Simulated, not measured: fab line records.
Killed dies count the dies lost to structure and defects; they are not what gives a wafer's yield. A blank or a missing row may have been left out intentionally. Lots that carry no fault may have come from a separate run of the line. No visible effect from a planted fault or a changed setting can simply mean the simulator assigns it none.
fab line records | flow sky130
record: lots: 15 wafers: 43 lastDay: 50
route steps=708 shown RES_XHIGH@340 SD_N@354 LI_CONTACT@386 METAL2@485
lots with no fault: from the same line, run without faults
startH: the number of hours between the record's first day and the start of the first shown wafer of the lot | waitH: hours elapsed since this lot's preceding step | " identical to the entry in the row above | L1.1+2: a single row standing in for several wafers | - value missing, or start not given | * or withheld: withheld | < > ~ a bound
route shown NAME@n: names a module that has steps shown in the file, with the first one's number in the route | usual: mean and standard deviation over wafers with no fault | same: alike in all rows | chamber/n: place in a boat | sites: each site's reading | _std_site: their standard deviation | _edge_site: inner sites' mean taken away from outer sites' mean | radiusMm: how far each site lies from the wafer's centre | mask NAME#n: copy n | behind: the tool/chamber that last shaped the wafer | hold: the reason the lot was held/the length of the hold in hours/how it ended | device: whichever transistor did not switch (one of n, p or np) | end of line: tests of these same wafers at the route's end | where a step has no rows: the recipe by itself | killed: the dies lost at the first sort to structure and to defects; this is not the yield of the wafer | map: a wafer's dies, x killed, . not, _ none there
set.NAME: the setting the step ran with; set.NAME@STEP: the setting that earlier step ran with | model.NAME: the simulator's own value behind a step, which no gauge read
a sample of lots followed through the steps of the route, with each step as a table and each wafer as a row
services: when a tool's chamber went out of use (startH, in hours from the record's first day, below 0 if earlier), for how many hours, and the reason
== steps ==
step: SKY_RES_XHIGH_STRIP_08
recipe: chemistry: O2/N2 powerW: 1400 pressureMtorr: 1500 platenTempC: withheld o2FlowSccm: 3000 n2FlowSccm: 300 overashFraction: 0.5
usual: drypumpMotorCurrentA: 5.2/0.48 oesProductAu: 0.711/0.0045 stripTimeToEndpointS: 14.28/0.038
columns lot.wafer tool chamber startH waitH drypumpMotorCurrentA oesProductAu rfHoursCounterH stripTimeToEndpointS
L964.1 plasmaAsher-04 1 615.08 0.1 5.3 0.707 19 14.29
L964.5 " 1 " " 5.3 0.715 - 14.29
L964.6 " 0 " " 5.4 0.711 - 14.28
L965.2 plasmaAsher-03 1 624.23 0.1 5.0 0.709 54 14.28
L965.3 " 0 " " 6.1 0.719 - 14.33
L965.4 " 1 " " 5.0 0.718 - 14.28
L966.3 plasmaAsher-02 0 639.14 0.1 4.8 0.705 - 14.36
L966.4 " 1 " " 4.9 0.705 - 14.36
L966.6 " 0 " " 4.8 0.717 - 14.33
L968.1 plasmaAsher-02 1 656.30 0.1 4.8 0.713 80 14.21
L968.3 " 1 " " 4.8 0.714 - 14.27
L968.6 " 0 " " 4.8 0.707 - 14.21
L973.1 plasmaAsher-02 1 687.38 0.1 4.9 0.707 82 14.27
L973.5 " 0 " " 4.8 0.708 - 14.26
L973.6 " 1 " " 4.9 0.713 - 14.24
L974.3 plasmaAsher-03 0 698.86 0.1 6.1 0.698 - 14.34
L974.5 " 0 " " 6.1 0.706 - 14.30
L975.5 plasmaAsher-02 1 708.27 0.1 4.9 0.705 - 14.21
L975.6 " 0 " " 4.8 0.705 - 14.32
L978.4 plasmaAsher-02 0 729.71 0.1 4.8 0.717 - 14.30
L978.5 " 1 " " 4.8 0.712 - 14.32
L978.6 " 0 " " 4.8 0.712 - 14.29
L980.3 plasmaAsher-04 0 749.31 0.1 5.4 0.712 - 14.25
L980.4 " 1 " " 5.3 0.707 - 14.25
L980.5 " 0 " " 5.4 0.708 - 14.29
L981.2 plasmaAsher-04 0 758.15 0.1 5.5 0.712 33 14.30
L981.3 " 0 " " 5.4 0.704 - 14.26
L981.5 " 1 " " 5.3 0.711 - 14.32
L982.2 plasmaAsher-03 0 761.85 0.1 6.1 0.713 67 14.25
L982.4 " 1 " " 5.0 0.707 - 14.23
L982.6 " 0 " " 6.1 0.713 - 14.23
L983.2 plasmaAsher-02 1 772.30 0.1 4.8 0.712 90 14.27
L983.4 " 0 " " 4.8 0.710 - 14.29
L983.6 " 0 " " 4.8 0.711 - 14.32
L984.2 plasmaAsher-03 1 773.34 0.1 5.0 0.710 69 14.32
L984.3 " 0 " " 6.2 0.720 - 14.32
L984.5 " 0 " " 6.2 0.712 - 14.25
L986.1 plasmaAsher-03 1 784.38 0.1 5.0 0.713 70 14.29
L986.3 " 0 " " 6.1 0.716 - 14.25
L986.5 " 0 " " 6.1 0.714 - 14.32
L987.1 plasmaAsher-04 0 791.24 0.1 5.4 0.725 36 14.30
L987.2 " 1 " " 5.3 0.719 36 14.29
L987.6 " 1 " " 5.3 0.708 - 14.29
step: SKY_SD_N_TW_MEAS_12
usual: SD_N_TW: 3994/30
columns lot.wafer tool chamber startH waitH SD_N_TW
L964.1 filmMetro-04 - 644.43 0.1 3978
L964.5 " - " " 4022
L964.6 " - " " 3996
L965.2 filmMetro-04 - 653.09 0.1 3965
L965.3 " - " " 3942
L965.4 " - " " 3958
L966.3 filmMetro-02 - 667.85 0.1 4000
L966.4 " - " " 4018
L966.6 " - " " 4017
L968.1 filmMetro-03 - 684.23 0.1 3974
L968.3 " - " " 3999
L968.6 " - " " 4001
L973.1 filmMetro-02 - 715.29 0.1 4008
L973.5 " - " " 4013
L973.6 " - " " 4009
L974.3 filmMetro-03 - 726.91 0.1 4046
L974.5 " - " " 4055
L975.5 filmMetro-04 - 736.38 0.0 3977
L975.6 " - " " 3994
L978.4 filmMetro-03 - 757.46 0.1 3995
L978.5 " - " " 4023
L978.6 " - " " 3986
L980.3 filmMetro-04 - 776.10 0.1 4000
L980.4 " - " " 4003
L980.5 " - " " 3977
L981.2 filmMetro-02 - 785.09 0.1 4024
L981.3 " - " " 4004
L981.5 " - " " 4022
L982.2 filmMetro-02 - 789.79 0.1 3988
L982.4 " - " " 3972
L982.6 " - " " 3992
L983.2 filmMetro-04 - 799.40 0.1 3975
L983.4 " - " " 3947
L983.6 " - " " 3969
L984.2 filmMetro-03 - 800.39 0.1 4066
L984.3 " - " " 4051
L984.5 " - " " 4054
L986.1 filmMetro-04 - 810.44 0.1 3925
L986.3 " - " " 3931
L986.5 " - " " 3926
L987.1 filmMetro-04 - 817.53 0.1 3972
L987.2 " - " " 3988
L987.6 " - " " 3962
step: SKY_LI_CONTACT_CMP_24
recipe: stopOn: PSG tOverpolishS: 20 downForcePsi: 3.5 platenRpm: 60 targetThkNm: 0 padVelocityMS: 0.94248
usual: headPressurePsi: 3.500/0.0079 motorCurrentA: 10.8/1 overpolishRunS: 20.001/0.0088 platenRpm: 60.00/0.041 retainingRingPressureFrac: 0.999/0.005 timeToEndpointS: 95/3.8
columns lot.wafer tool chamber startH waitH headPressurePsi motorCurrentA overpolishRunS platenRpm retainingRingPressureFrac timeToEndpointS
L964.1 cmp-02 0 675.52 0.1 3.476 10.4 19.993 60.05 0.997 95
L964.6 " 0 " " 3.482 10.1 19.995 59.97 0.995 94
L964.5 " 1 " " 3.493 12.9 20.003 59.98 0.994 91
L965.4 cmp-02 2 682.65 0.1 3.501 10.3 20.001 60.06 0.995 92
L965.3 " 3 " " 3.498 9.9 19.995 60.02 1.001 90
L965.2 " 0 " " 3.486 10.0 20.014 59.92 0.992 95
L966.4 cmp-02 3 698.06 0.0 3.489 10.6 20.008 59.96 0.989 95
L966.3 " 2 " " 3.510 9.9 20.007 60.09 0.998 98
L966.6 " 3 " " 3.488 10.1 20.008 59.97 0.997 98
L968.1 cmp-02 2 714.16 0.1 3.505 10.9 19.996 60.04 1.002 96
L968.3 " 3 " " 3.507 9.9 20.016 60.01 0.995 90
L968.6 " 0 " " 3.501 10.8 19.994 59.99 1.001 94
L973.1 cmp-01 0 745.60 0.1 3.487 11.8 19.979 60.00 0.995 100
L973.5 " 3 " " 3.513 10.3 20.004 59.87 0.988 100
L973.6 " 0 " " 3.498 12.4 20.011 59.96 1.001 98
L974.3 cmp-01 3 756.40 0.1 3.509 10.2 19.994 59.93 1.001 100
L974.5 " 1 " " 3.510 11.0 20.008 60.05 1.003 103
L975.6 cmp-02 3 765.58 0.2 3.502 10.0 20.007 60.02 0.993 94
L975.5 " 0 " " 3.496 10.7 20.000 60.01 0.997 97
L978.4 cmp-02 0 786.60 0.0 3.511 10.7 19.994 60.00 1.001 92
L978.6 " 0 " " 3.505 10.6 19.997 60.04 1.003 89
L978.5 " 1 " " 3.504 12.8 19.995 60.03 1.008 91
L980.4 cmp-02 0 803.73 0.0 3.500 11.1 20.000 59.98 0.996 94
L980.3 " 3 " " 3.509 10.3 19.993 60.06 0.995 95
L980.5 " 1 " " 3.498 12.2 20.005 60.02 0.999 92
L981.3 cmp-01 0 813.43 0.1 3.506 11.8 20.007 60.02 1.005 96
L981.2 " 2 " " 3.507 9.4 20.007 59.93 0.998 95
L981.5 " 3 " " 3.498 10.5 19.990 60.06 0.999 96
L982.2 cmp-02 2 817.69 0.1 3.503 10.1 19.988 59.93 0.997 89
L982.4 " 0 " " 3.493 10.7 20.004 59.95 1.000 87
L982.6 " 1 " " 3.504 12.4 20.006 60.01 0.997 94
L983.2 cmp-01 3 827.07 0.1 3.504 10.0 19.997 59.93 0.995 94
L983.4 " 0 " " 3.500 12.7 20.002 60.03 0.996 96
L983.6 " 2 " " 3.496 9.7 19.993 59.93 0.998 97
L984.3 cmp-02 0 828.94 0.0 3.495 10.4 20.003 60.03 0.994 96
L984.2 " 2 " " 3.498 10.6 19.998 59.98 0.996 90
L984.5 " 0 " " 3.490 10.5 19.999 60.02 1.002 96
L986.3 cmp-01 0 838.59 0.0 3.516 12.2 20.012 60.06 0.997 97
L986.1 " 3 " " 3.501 10.6 19.992 59.97 0.997 99
L986.5 " 1 " " 3.511 10.3 20.001 60.01 0.998 97
L987.2 cmp-02 2 845.82 0.1 3.499 10.7 19.996 60.02 1.003 103
L987.1 " 0 " " 3.500 11.0 20.001 59.97 0.991 96
L987.6 " 2 " " 3.502 10.2 20.001 59.98 0.996 102
step: SKY_METAL2_SPUTTER_02
recipe: material: AlCu targetThkNm: 250 powerW: 10600 timeS: 13.3 chamberPressurePa: 0.4
usual: throttleValvePct: 29.9/1.1
columns lot.wafer tool chamber startH waitH throttleValvePct
L964.1 pvdSputter-02 - 791.08 0.0 30.4
L964.5 " - " " 30.3
L964.6 " - " " 29.4
L965.2 pvdSputter-01 - 799.24 0.0 29.7
L965.3 " - " " 28.4
L965.4 " - " " 29.7
L966.3 pvdSputter-02 - 811.42 0.0 30.1
L966.4 " - " " 29.5
L966.6 " - " " 30.9
L968.1 pvdSputter-01 - 829.05 0.0 28.7
L968.3 " - " " 29.4
L968.6 " - " " 28.7
L973.1 pvdSputter-01 - 857.46 0.0 29.3
L973.5 " - " " 29.6
L973.6 " - " " 29.1
L974.3 pvdSputter-01 - 868.85 0.0 28.9
L974.5 " - " " 29.8
L975.5 pvdSputter-01 - 877.99 0.0 29.6
L975.6 " - " " 29.3
L978.4 pvdSputter-04 - 897.34 0.0 29.2
L978.5 " - " " 28.1
L978.6 " - " " 30.2
L980.3 pvdSputter-02 - 913.35 0.0 31.0
L980.4 " - " " 29.9
L980.5 " - " " 30.9
L981.2 pvdSputter-04 - 922.08 0.0 32.2
L981.3 " - " " 28.1
L981.5 " - " " 28.2
L982.2 pvdSputter-04 - 925.63 0.0 28.5
L982.4 " - " " 29.1
L982.6 " - " " 27.9
L983.2 pvdSputter-02 - 936.16 0.0 29.7
L983.4 " - " " 29.6
L983.6 " - " " 31.0
L984.2 pvdSputter-04 - 937.66 0.0 29.0
L984.3 " - " " 29.9
L984.5 " - " " 32.4
L986.1 pvdSputter-04 - 946.86 0.0 30.2
L986.3 " - " " 29.1
L986.5 " - " " 28.2
L987.1 pvdSputter-01 - 952.85 0.0 29.4
L987.2 " - " " 29.3
L987.6 " - " " 29.7
step: SKY_METAL2_RS_MEAS_05
recipe: thkMeasGauge: four-point-probe reads: TiN_of_METAL2_SPUTTER_04+Ti_of_METAL2_SPUTTER_03+AlCu_of_METAL2_SPUTTER_02+TiN_of_METAL2_SPUTTER_01+Ti_of_METAL2_SPUTTER_00
usual: METAL2_ALCU_RS: 0.1272/0.0011
columns lot.wafer tool chamber startH waitH hold METAL2_ALCU_RS[ohm/sq]
L964.1 filmMetro-01 - 791.17 0.0 - 0.1271
L964.5 " - " " - 0.1273
L964.6 " - " " - 0.1279
L965.2 filmMetro-03 - 799.35 0.0 - 0.1279
L965.3 " - " " - 0.1274
L965.4 " - " " - 0.1278
L966.3 filmMetro-02 - 811.55 0.1 - 0.1245
L966.4 " - " " - 0.1251
L966.6 " - " " - 0.1235
L968.1 filmMetro-01 - 829.14 0.0 - 0.1277
L968.3 " - " " - 0.1270
L968.6 " - " " - 0.1279
L973.1 filmMetro-03 - 857.56 0.0 awaitDispo/0.2h/release 0.1273
L973.5 " - " " awaitDispo/0.2h/release 0.0647
L973.6 " - " " awaitDispo/0.2h/release 0.1274
L973.1 filmMetro-03 - 857.89 0.3 - 0.1274
L973.5 " - " " - 0.0648
L973.6 " - " " - 0.1273
L974.3 filmMetro-01 - 868.98 0.1 awaitDispo/0.2h/release 0.0651
L974.5 " - " " awaitDispo/0.2h/release 0.0655
L974.3 filmMetro-01 - 869.27 0.3 - 0.0650
L974.5 " - " " - 0.0655
L975.5 filmMetro-02 - 878.15 0.1 awaitDispo/0.2h/release 0.0647
L975.6 " - " " awaitDispo/0.2h/release 0.1267
L975.5 filmMetro-02 - 878.44 0.3 - 0.0645
L975.6 " - " " - 0.1267
L978.4 filmMetro-03 - 897.49 0.1 - 0.1275
L978.5 " - " " - 0.1265
L978.6 " - " " - 0.1262
L980.3 filmMetro-03 - 913.48 0.1 - 0.1272
L980.4 " - " " - 0.1282
L980.5 " - " " - 0.1284
L981.2 filmMetro-02 - 922.19 0.0 - 0.1278
L981.3 " - " " - 0.1265
L981.5 " - " " - 0.1275
L982.2 filmMetro-03 - 925.74 0.0 - 0.1262
L982.4 " - " " - 0.1267
L982.6 " - " " - 0.1265
L983.2 filmMetro-02 - 936.27 0.0 - 0.1266
L983.4 " - " " - 0.1270
L983.6 " - " " - 0.1267
L984.2 filmMetro-02 - 937.77 0.0 - 0.1268
L984.3 " - " " - 0.1275
L984.5 " - " " - 0.1262
L986.1 filmMetro-02 - 946.96 0.0 - 0.1264
L986.3 " - " " - 0.1256
L986.5 " - " " - 0.1252
L987.1 filmMetro-01 - 952.95 0.0 - 0.1287
L987.2 " - " " - 0.1271
L987.6 " - " " - 0.1276
step: SKY_METAL2_THK_MEAS_06
recipe: thkMeasGauge: xrf reads: AlCu_of_METAL2_SPUTTER_02
usual: METAL2_ALCU_THK: 250.9/2.2
columns lot.wafer tool chamber startH waitH hold METAL2_ALCU_THK[nm]
L964.1 filmMetro-01 - 791.29 0.1 - 251.8
L964.5 " - " " - 251.4
L964.6 " - " " - 250.6
L965.2 filmMetro-03 - 799.46 0.1 - 254.3
L965.3 " - " " - 253.2
L965.4 " - " " - 250.2
L966.3 filmMetro-02 - 811.65 0.1 - 255.5
L966.4 " - " " - 252.8
L966.6 " - " " - 257.3
L968.1 filmMetro-01 - 829.26 0.1 - 252.8
L968.3 " - " " - 250.7
L968.6 " - " " - 250.6
L973.1 filmMetro-03 - 861.03 3.1 awaitDispo/0.2h/release 250.2
L973.5 " - " " awaitDispo/0.2h/release 492.0
L973.6 " - " " awaitDispo/0.2h/release 251.9
L973.1 filmMetro-03 - 861.25 0.2 - 252.1
L973.5 " - " " - 489.1
L973.6 " - " " - 254.8
L974.3 filmMetro-01 - 873.27 4.0 awaitDispo/0.2h/release 484.9
L974.5 " - " " awaitDispo/0.2h/release 484.7
L974.3 filmMetro-01 - 873.50 0.2 - 488.5
L974.5 " - " " - 485.0
L975.5 filmMetro-02 - 880.56 2.1 awaitDispo/0.2h/release 486.7
L975.6 " - " " awaitDispo/0.2h/release 250.2
L975.5 filmMetro-02 - 880.84 0.3 - 485.4
L975.6 " - " " - 251.3
L978.4 filmMetro-03 - 897.58 0.1 - 249.8
L978.5 " - " " - 254.5
L978.6 " - " " - 252.2
L980.3 filmMetro-03 - 913.58 0.1 - 249.8
L980.4 " - " " - 248.5
L980.5 " - " " - 248.1
L981.2 filmMetro-02 - 922.30 0.1 - 246.7
L981.3 " - " " - 251.0
L981.5 " - " " - 248.5
L982.2 filmMetro-03 - 925.85 0.1 - 252.5
L982.4 " - " " - 255.0
L982.6 " - " " - 251.0
L983.2 filmMetro-02 - 936.38 0.1 - 248.9
L983.4 " - " " - 248.4
L983.6 " - " " - 248.1
L984.2 filmMetro-02 - 937.88 0.1 - 250.6
L984.3 " - " " - 248.0
L984.5 " - " " - 250.1
L986.1 filmMetro-02 - 947.08 0.1 - 250.6
L986.3 " - " " - 251.3
L986.5 " - " " - 252.2
L987.1 filmMetro-01 - 953.07 0.1 - 249.5
L987.2 " - " " - 253.7
L987.6 " - " " - 250.9
step: SKY_METAL2_METAL_ETCH_19
recipe: targetDepthA: 3600 stopOn: SiO2 overEtchFrac: 0.3 timeS: 78 chemistry: Cl2/BCl3 resistSidewallDeg: 88 pressureMtorr: 10 icpW: 900 biasW: 48.5 Cl2_flow_sccm: 60 bcl3FlowSccm: 30
usual: drypumpMotorCurrentA: 5.6/0.39 mfcCl2Sccm: 59.98/0.18 oesProductAu: 0.852/0.0057 throttleValvePct: 22.264/0.0095
columns lot.wafer tool chamber startH waitH drypumpMotorCurrentA mfcCl2Sccm oesProductAu rfHoursCounterH throttleValvePct
L964.1 rieMetal-01 1 817.00 0.1 5.7 59.70 0.861 17 22.266
L964.5 " 1 " " 5.7 60.17 0.851 - 22.257
L964.6 " 1 " " 5.7 60.14 0.854 - 22.274
L965.2 rieMetal-01 1 825.41 0.1 5.8 59.94 0.855 - 22.259
L965.3 " 1 " " 5.7 59.74 0.847 - 22.270
L965.4 " 1 " " 5.8 59.92 0.844 - 22.271
L966.3 rieMetal-02 1 837.49 0.1 5.2 60.08 0.862 - 22.274
L966.4 " 0 " " 5.8 59.99 0.847 - 22.263
L966.6 " 0 " " 5.8 60.15 0.864 - 22.274
L968.1 rieMetal-02 0 855.69 0.0 5.8 60.22 0.852 3 22.267
L968.3 " 0 " " 5.8 60.39 0.856 - 22.267
L968.6 " 0 " " 5.8 59.97 0.857 - 22.254
L973.1 rieMetal-02 0 883.69 0.1 5.8 59.90 0.854 4 22.248
L973.5 " 1 " " 5.2 59.97 0.989 - 22.273
L973.6 " 0 " " 5.8 59.79 0.854 - 22.256
L974.3 rieMetal-03 1 894.77 0.1 6.2 59.96 0.993 - 22.247
L974.5 " 1 " " 6.2 60.03 0.990 - 22.285
L975.5 rieMetal-02 1 903.32 0.1 5.2 59.79 0.997 - 22.252
L975.6 " 0 " " 5.8 59.89 0.850 - 22.247
L978.4 rieMetal-03 0 922.12 0.1 5.7 59.80 0.854 - 22.271
L978.5 " 0 " " 5.7 59.92 0.858 - 22.272
L978.6 " 1 " " 6.2 60.09 0.858 - 22.271
L980.3 rieMetal-01 0 938.37 0.1 4.9 60.25 0.853 - 22.257
L980.4 " 1 " " 5.7 59.95 0.858 - 22.257
L980.5 " 1 " " 5.7 59.87 0.845 - 22.257
L981.2 rieMetal-02 0 946.94 0.0 5.8 59.89 0.841 8 22.254
L981.3 " 1 " " 5.2 60.14 0.851 - 22.258
L981.5 " 0 " " 5.8 59.68 0.862 - 22.274
L982.2 rieMetal-03 0 950.26 0.0 5.7 59.97 0.853 10 22.276
L982.4 " 1 " " 6.2 60.09 0.850 - 22.261
L982.6 " 1 " " 6.2 60.15 0.857 - 22.267
L983.2 rieMetal-03 1 961.26 0.0 6.2 59.96 0.852 13 22.251
L983.4 " 0 " " 5.8 59.92 0.863 - 22.269
L983.6 " 0 " " 5.7 59.84 0.853 - 22.257
L984.2 rieMetal-02 1 962.49 0.0 5.2 59.75 0.844 1 22.272
L984.3 " 0 " " 5.8 59.88 0.848 - 22.264
L984.5 " 0 " " 5.8 59.87 0.850 - 22.271
L986.1 rieMetal-02 0 970.74 0.0 5.8 59.94 0.854 9 22.249
L986.3 " 1 " " 5.2 59.93 0.860 - 22.243
L986.5 " 0 " " 5.8 59.70 0.856 - 22.256
L987.1 rieMetal-01 0 975.94 0.0 4.9 60.06 0.845 12 22.266
L987.2 " 1 " " 5.7 60.29 0.846 5 22.279
L987.6 " 1 " " 5.7 60.40 0.859 - 22.260
== services ==
columns tool chamber startH hours kind
cmp-01 - 598.43 2.2 repair
cmp-02 - 598.90 2.3 repair
plasmaAsher-03 - 615.88 0.7 repair
cmp-02 - 616.83 0.9 repair
cmp-01 - 627.22 1.7 repair
cmp-01 - 642.11 1.0 repair
cmp-01 - 650.48 0.3 repair
cmp-02 - 669.75 1.1 repair
plasmaAsher-02 - 679.76 4.4 repair
rieMetal-01 1 697.17 2.3 repair
cmp-01 - 697.59 6.9 pm
plasmaAsher-02 - 698.93 2.8 pm
cmp-02 - 706.73 1.7 repair
cmp-01 - 706.91 3.6 repair
cmp-01 - 716.83 8.9 pm
pvdSputter-02 - 726.68 1.0 repair
cmp-02 - 744.24 4.0 pm
plasmaAsher-04 - 791.74 1.2 repair
plasmaAsher-02 - 809.08 1.4 repair
cmp-02 - 831.55 1.7 repair
cmp-02 - 847.95 4.2 pm
cmp-01 - 850.42 2.6 repair
cmp-01 - 907.23 0.8 repair
cmp-01 - 912.00 4.0 pm
== key ==
firstSign: step: SKY_METAL2_RS_MEAS_05 reading: visit direction: added
effect: step: SKY_METAL2_RS_MEAS_05 reading: METAL2_ALCU_RS direction: down sigmas: 57 usual: 0.1272 struck: 0.0650
effect: step: SKY_METAL2_THK_MEAS_06 reading: visit direction: added
effect: step: SKY_METAL2_THK_MEAS_06 reading: METAL2_ALCU_THK direction: up sigmas: 99+ usual: 250.9 struck: 487.1
effect: step: SKY_METAL2_METAL_ETCH_19 reading: oesProductAu direction: up sigmas: 24 usual: 0.852 struck: 0.992
metAt SKY_METAL2_SPUTTER_02
struckLots L973,L974,L975
struckWafers L973.5,L974.3,L974.5,L975.5
laterRowsLeftOut L973.5,L974.3,L974.5,L975.5
sortLeftOut L973.5,L974.3,L974.5,L975.5
notActingAt SKY_RES_XHIGH_STRIP_08,SKY_SD_N_TW_MEAS_12,SKY_LI_CONTACT_CMP_24
onsetBetween 829.05 857.46
fault: kind: processParameterDrift tool: pvdSputter-01 chamber: - onsetH: 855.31 steps: SKY_METAL2_SPUTTER_02 channel: targetThkNm offset: 234.84 shape: step endH: 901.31 scope: struckWafersOnly actsIn: theseRecipesOnly stated: 250
sortLeftOut: the simulated sort isn't trusted on such a fault, so these wafers' sort isn't shown, and their yield isn't known
laterRowsLeftOut: the simulator's readings of these wafers behind a module that went badly wrong aren't trusted and aren't shown, but for the sort
